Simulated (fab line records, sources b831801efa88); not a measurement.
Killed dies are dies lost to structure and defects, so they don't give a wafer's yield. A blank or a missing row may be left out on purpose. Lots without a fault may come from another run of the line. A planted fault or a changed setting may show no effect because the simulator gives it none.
Which tool did it? | flow gf180mcu | 11 lots, 33 wafers sampled, at 3 steps of a route of 602

WHAT THE GAUGES READ, wafer by wafer
GF_MIM_THK_MEAS_06. Usual: MIM_CVD_05_THK 42.1 nm, standard deviation 0.62.
lot  | measured     | on            | MIM_CVD_05_THK (nm) | flag
L999 | day 24 12:23 | film_metro-03 | 41.6 42.1 42.7      |
L101 | day 25 05:11 | film_metro-04 | 41.6 41.6 42.3      |
L102 | day 25 17:53 | film_metro-03 | 41.5 42.1 42.3      |
L106 | day 26 18:36 | film_metro-03 | 42.7 41.8 42.6      |
L109 | day 27 16:09 | film_metro-04 | 41.8 42.8 42.5      |
L111 | day 28 12:03 | film_metro-04 | 41.9 41.9 42.5      |
L112 | day 28 16:08 | film_metro-04 | 41.2 42.1 41.4      |
L113 | day 29 02:38 | film_metro-03 | 42.1 40.8 41.3      |
L120 | day 30 21:04 | film_metro-01 | 40.6 41.5 41.9      |
L121 | day 31 05:39 | film_metro-04 | 40.9 41.9 41.4      |
L122 | day 31 11:31 | film_metro-03 | 41.3 42.1 42.0      |

GF_M5_CD_MEAS_07: target cd 280 nm. Usual: cd_nm 280.6 nm, standard deviation 1.1.
lot  | measured     | on        | cd_nm (nm)        | flag
L999 | day 26 08:35 | cd_sem-01 | 278.7 279.4 279.5 |
L101 | day 26 23:38 | cd_sem-01 | 279.8 281.1 280.3 |
L102 | day 27 11:35 | cd_sem-02 | 282.4 281.5 282.0 |
L106 | day 28 11:00 | cd_sem-01 | 280.9 281.8 281.4 |
L109 | day 29 06:48 | cd_sem-01 | 279.9 279.6 280.5 |
L111 | day 30 02:08 | cd_sem-02 | 278.9 278.4 279.9 |
L112 | day 30 06:36 | cd_sem-02 | 281.3 280.2 279.3 |
L113 | day 30 16:17 | cd_sem-02 | 280.7 280.5 279.6 |
L120 | day 32 07:35 | cd_sem-01 | 279.5 280.1 280.1 |
L121 | day 32 14:56 | cd_sem-02 | 279.8 280.0 279.8 |
L122 | day 32 20:13 | cd_sem-01 | 279.2 279.5 279.7 |

WHICH TOOL RAN EACH LOT (tool, then ch and the chambers of the sampled wafers, then the start)
lot  | GF_MIM_SPUTTER_03
L999 | pvd_sputter-01, day 24 12:17
L101 | pvd_sputter-02, day 25 05:06
L102 | pvd_sputter-02, day 25 17:47
L106 | pvd_sputter-02, day 26 18:29
L109 | pvd_sputter-01, day 27 16:02
L111 | pvd_sputter-01, day 28 11:56
L112 | pvd_sputter-02, day 28 16:01
L113 | pvd_sputter-02, day 29 02:31
L120 | pvd_sputter-03, day 30 20:58
L121 | pvd_sputter-03, day 31 05:33
L122 | pvd_sputter-02, day 31 11:26
- GF_MIM_SPUTTER_03: material Ti, target thk 10 nm, time 6.7 s.

WHAT THE TOOLS THEMSELVES READ (means of the sampled wafers that have a number; where no wafer has one, the mark that the record gives instead)
GF_MIM_SPUTTER_03. Usual: throttle_valve_pct 30.0 %, standard deviation 0.89.
lot  | tool           | throttle_valve_pct (%) | flag
L999 | pvd_sputter-01 | 30.2                   |
L101 | pvd_sputter-02 | 28.9                   |
L102 | pvd_sputter-02 | 29.4                   |
L106 | pvd_sputter-02 | 29.9                   |
L109 | pvd_sputter-01 | 30.3                   |
L111 | pvd_sputter-01 | 30.6                   |
L112 | pvd_sputter-02 | 29.7                   |
L113 | pvd_sputter-02 | 29.4                   |
L120 | pvd_sputter-03 | 30.7                   |
L121 | pvd_sputter-03 | 30.9                   |
L122 | pvd_sputter-02 | 29.0                   |

THE ANSWER, worked out from the rows above alone
Rule: a lot is off if the mean of its wafers that have a number lies more than 3 standard deviations from the usual mean. A lot without any number at a reading at which 4 lots or more have one is off too. The other lots that the step has rows for count as sound. The gauges are gone through in route order, then the tools' own readings, and for those a lot's mean is taken as printed above. The first step at which some lot is off is used, and at that step the reading that is off furthest; a lot without a number counts as furthest.
No lot is off at any reading shown: from this, nothing can be told.

WHAT THE SIMULATOR HAD PUT IN
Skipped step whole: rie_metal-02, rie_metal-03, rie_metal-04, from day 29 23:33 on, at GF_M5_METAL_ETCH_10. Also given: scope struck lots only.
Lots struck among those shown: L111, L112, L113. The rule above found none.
